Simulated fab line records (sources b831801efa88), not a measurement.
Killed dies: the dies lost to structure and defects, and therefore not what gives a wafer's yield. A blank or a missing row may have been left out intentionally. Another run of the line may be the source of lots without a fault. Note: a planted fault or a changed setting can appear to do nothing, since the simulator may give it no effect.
A lot that was struck, set against a sound lot + flow sky130 + 15 steps out of a route of 708
Sound: wafers L570.2, L570.4, L570.6. Struck: wafer L577.2 (left out: L577.3, L577.5 of the same lot, which were not struck); the cause appears at the end.
At each step with rows: each side's tool, then ch and its chambers, then its first start. Under that, the readings that differ: sound wafers + struck wafers + difference of the means + sigmas: that difference in standard deviations of wafers without a fault.
alike: readings with means less than 2 such deviations apart, plus words and numbers identical on both sides. not compared: withheld readings, readings lacking a value on some wafer, bounds such as >300 that could conceal the same value, and numbers that have no deviation in the record and whose values overlap.
Wherever a step has rows on one side only, a row that says differs or no value, or a row with sigmas, the two part there. Non-overlapping numbers with no deviation appear without sigmas and do not part them. A reading that every wafer of one side lacks parts them only if that side has two wafers or more.

first, 2 steps without rows for these wafers: SKY_LOCAL_INTERCONNECT_CLEAN_17 (cleans in IPA, time 180 s); SKY_LOCAL_INTERCONNECT_CLEAN_18 (cleans in O3/DIW).
SKY_CONTACT_CVD_00: deposits Si3N4, target thk 75 nm.
  sound on pecvd-01 ch 0,1,2, day 32 16:08; struck on pecvd-02 ch 1, day 34 09:20
  alike: heater-power-w, rf-fwd-power-W
SKY_CONTACT_THK_MEAS_01:
  struck on film-metro-01, day 34 09:23; sound on film-metro-04, day 32 16:11
  alike: CONTACT_CVD_00_THK
then, 1 step without rows for these wafers: SKY_CONTACT_HDPCVD_02 (deposits SiO2, target thk 565 nm, time 94.2 s).
SKY_CONTACT_THK_MEAS_03:
  struck on film-metro-02, day 34 09:31; sound on film-metro-02, day 32 16:19
  alike: CONTACT_HDPCVD_THK
SKY_CONTACT_CMP_04: polishes SiO2.
  sound on cmp-01 ch 0,1, day 32 16:22; struck on cmp-02 ch 1, day 34 09:37
  alike: motor-current-A, platen-rpm, time-to-endpoint-s
SKY_CONTACT_BOW_MEAS_05:
  struck on film-metro-01, day 34 09:53; sound on film-metro-02, day 32 16:41
  alike: CONTACT_BOW
then, 4 steps without rows for these wafers: SKY_CONTACT_DEHYDRATE_06 (time 60 s); SKY_CONTACT_HMDS_07 (prime time 60 s); SKY_CONTACT_COAT_08 (resist thk 60 nm); SKY_CONTACT_COAT_09 (resist thk 450 nm).
SKY_CONTACT_SOFTBAKE_10: time 90 s.
  sound on litho-track-04 ch 0, day 33 06:00; struck on litho-track-04 ch 0, day 34 23:00
| reading                  | sound                | struck | difference | sigmas |
|--------------------------|----------------------|--------|------------|--------|
| heater-power-total-W (W) | 57.42 57.48 57.32    | 59.91  | +2.50      | +21    |
| run-length-s (s)         | 119.17 119.20 119.21 | 107.78 | -11.41     | -95    |
  alike: exhaust-pa
then, 1 step without rows for these wafers: SKY_CONTACT_EXPOSE_11 (exposes mask CTM1, target cd 170 nm).
-- the record jumps here: 14 days lie between the struck wafers' starts before and after (it left off in module CONTACT and takes up again in module PAD_OPEN, whose first step shown is number 708 of the route) --
SKY_PAD_OPEN_PROBE_99:
  struck on prober-02, day 48 15:37; sound on prober-01, day 47 08:39
  alike: killed_at_M0_to_M3, killed_at_M4_up, killed-at-contacts, killed-at-front-end, killed-at-other, killed-dies, killed-open, killed-short

WHERE THEY PART
Within this record, at SKY_CONTACT_SOFTBAKE_10 only. Later steps at which nothing parts them and some readings are alike: SKY_PAD_OPEN_PROBE_99.

WHY: whatever the simulator had introduced
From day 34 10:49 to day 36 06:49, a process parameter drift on litho-track-04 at SKY_CONTACT_SOFTBAKE_10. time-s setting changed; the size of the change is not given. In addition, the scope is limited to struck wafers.
